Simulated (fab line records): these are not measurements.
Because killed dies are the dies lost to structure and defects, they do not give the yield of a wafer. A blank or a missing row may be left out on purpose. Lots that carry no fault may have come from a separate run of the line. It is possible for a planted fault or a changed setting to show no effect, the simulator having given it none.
The tool behind it: which one? :: flow sfq line :: 7 lots, 21 wafers sampled, at 4 steps of a route of 325

WHAT THE GAUGES SHOWED, per wafer
SFQ_M6_OVL_MEAS_940.
lot: L187
measured: day 73 13:26
on: overlay-02
M6_OVL (nm): 8 7 2

lot: L190
measured: day 74 17:02
on: overlay-02
M6_OVL (nm): 6 8 10

lot: L193
measured: day 76 01:43
on: overlay-02
M6_OVL (nm): -3 -1 -7

lot: L195
measured: day 76 05:48
on: overlay-01
M6_OVL (nm): 4 -3 2

lot: L197
measured: day 80 18:41
on: overlay-02
M6_OVL (nm): 1 0 1

lot: L206
measured: day 83 18:30
on: overlay-01
M6_OVL (nm): 0 -3 1

lot: L208
measured: day 84 14:16
on: overlay-01
M6_OVL (nm): -2 -13 -8

WHICH TOOL RAN EACH LOT (tool, then ch and the chambers of the sampled wafers, then the start)
lot: L187
SFQ_TRILAYER_A5B_DEP_PECVD_129: pecvd-01 ch 0,1,2, day 57 09:34
SFQ_TRILAYER_A5B_METRO_MEASURE_131: film metro-03, day 57 12:52
SFQ_TRILAYER_C5_BARC_OPEN_VIA_ETCH_210: rie diel-04 ch 0,1,2, day 68 06:21

lot: L190
SFQ_TRILAYER_A5B_DEP_PECVD_129: pecvd-02 ch 0,2, day 58 12:25
SFQ_TRILAYER_A5B_METRO_MEASURE_131: film metro-01, day 58 15:50
SFQ_TRILAYER_C5_BARC_OPEN_VIA_ETCH_210: rie diel-01 ch 0,1,2, day 69 12:17

lot: L193
SFQ_TRILAYER_A5B_DEP_PECVD_129: pecvd-04 ch 0,1,2, day 59 23:43
SFQ_TRILAYER_A5B_METRO_MEASURE_131: film metro-03, day 60 03:58
SFQ_TRILAYER_C5_BARC_OPEN_VIA_ETCH_210: rie diel-02 ch 1,2,3, day 70 13:02

lot: L195
SFQ_TRILAYER_A5B_DEP_PECVD_129: pecvd-01 ch 1,2, day 60 07:04
SFQ_TRILAYER_A5B_METRO_MEASURE_131: film metro-03, day 60 15:04
SFQ_TRILAYER_C5_BARC_OPEN_VIA_ETCH_210: rie diel-04 ch 0,3, day 71 08:32

lot: L197
SFQ_TRILAYER_A5B_DEP_PECVD_129: pecvd-02 ch 0,1, day 62 20:25
SFQ_TRILAYER_A5B_METRO_MEASURE_131: film metro-01, day 63 11:02
SFQ_TRILAYER_C5_BARC_OPEN_VIA_ETCH_210: rie diel-04 ch 0,3, day 76 15:27

lot: L206
SFQ_TRILAYER_A5B_DEP_PECVD_129: pecvd-02 ch 1,2, day 75 02:30
SFQ_TRILAYER_A5B_METRO_MEASURE_131: film metro-02, day 75 05:47
SFQ_TRILAYER_C5_BARC_OPEN_VIA_ETCH_210: rie diel-04 ch 1,2, day 79 14:23

lot: L208
SFQ_TRILAYER_A5B_DEP_PECVD_129: pecvd-04 ch 1,2, day 75 18:16
SFQ_TRILAYER_A5B_METRO_MEASURE_131: film metro-03, day 75 21:33
SFQ_TRILAYER_C5_BARC_OPEN_VIA_ETCH_210: rie diel-01 ch 1,2,3, day 80 06:44
- SFQ_TRILAYER_A5B_DEP_PECVD_129: deposits SiO2 from SiH4/N2O, time 133.33 s, target thk 600 nm.
- SFQ_TRILAYER_A5B_METRO_MEASURE_131
- SFQ_TRILAYER_C5_BARC_OPEN_VIA_ETCH_210: etches BARC in O2, target depth 125 nm, time 41.7 s.

THE ANSWER, worked out from the rows above alone
Rule: what is usual is taken from the lots themselves. Put in order of their means at a reading, lots are off if they are a third of the lots or fewer, leave a main group of 4 or more, and stand apart from it by a gap of 3 or more times the standard deviation of the main group's means; of several such gaps the widest counts. A main group whose means are all the same, to the digits that the tables above print for the reading, isn't used. Also off: a lot with no number at a reading for which 4 or more lots have one. Any other lot the step has rows for is counted as sound.
No lot is off on any of the readings shown, so nothing can be concluded from this.

WHAT HAD BEEN PUT IN BY THE SIMULATOR
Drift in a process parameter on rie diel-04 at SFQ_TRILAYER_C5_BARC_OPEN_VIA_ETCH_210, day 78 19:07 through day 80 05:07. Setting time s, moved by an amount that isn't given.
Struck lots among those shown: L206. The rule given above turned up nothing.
